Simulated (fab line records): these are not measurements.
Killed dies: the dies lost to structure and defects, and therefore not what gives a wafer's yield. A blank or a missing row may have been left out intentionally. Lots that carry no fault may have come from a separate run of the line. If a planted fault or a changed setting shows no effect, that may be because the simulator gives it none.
One fault seen from 2 desks | flow gf180mcu | numbers are kept per desk, each desk with only its own; the story behind them comes last

## THE TOOL OWNER'S DESK: furnace-02
The tool's own readings at GF_DUAL_GATE_OXIDATION_15 (stabilise 600 s, purge 300 s, target thk 7.098 nm): means of the sampled wafers that have a number, for each lot that ran on this tool. Marked OUT: a lot whose mean sits more than 4 standard deviations from the usual mean, which makes it out of limits; the brackets give that distance.
Columns: A = ox_temp_c at GF_DUAL_GATE_OXIDATION_15, usual 850.1 C; B = ox_temp_c_max at GF_DUAL_GATE_OXIDATION_15, usual 855.2
lot  | first seen here | A     | B
L581 | day 10 21:10    | 850.1 | 855.2
L582 | day 11 04:02    | 850.0 | 855.6
L595 | day 15 03:20    | 850.1 | 856.3
Finding of this desk: none of the 3 lots has anything out of limits.

## THE METROLOGY DESK
What the gauges read for every lot (on any tool): the sampled wafers with a number, averaged. Marked OUT: a lot whose mean sits more than 4 standard deviations from the usual mean, which makes it out of limits; the brackets give that distance.
Columns: A = DUAL_GATE_OXIDATION_00_THK at GF_DUAL_GATE_THK_MEAS_03, usual 10.88 nm; B = DUAL_GATE_OVL at GF_DUAL_GATE_OVL_MEAS_11, usual -1.8 nm
lot  | first seen here | A     | B
L574 | day 8 06:48     | 10.57 | -2.7
L581 | day 10 03:40    | 11.08 | -1.1
L582 | day 10 09:56    | 10.58 | -2.6
L591 | day 13 04:29    | 10.88 | -2.5
L592 | day 13 08:50    | 11.33 | -1.6
L595 | day 14 06:04    | 10.97 | -2.1
Finding of this desk: none of the 6 lots has anything out of limits.

## PUT TOGETHER
The desk of the tool owner found nothing out of limits.
From the metrology desk's view, nothing was out of limits.

## WHAT THE SIMULATOR HAD INSERTED
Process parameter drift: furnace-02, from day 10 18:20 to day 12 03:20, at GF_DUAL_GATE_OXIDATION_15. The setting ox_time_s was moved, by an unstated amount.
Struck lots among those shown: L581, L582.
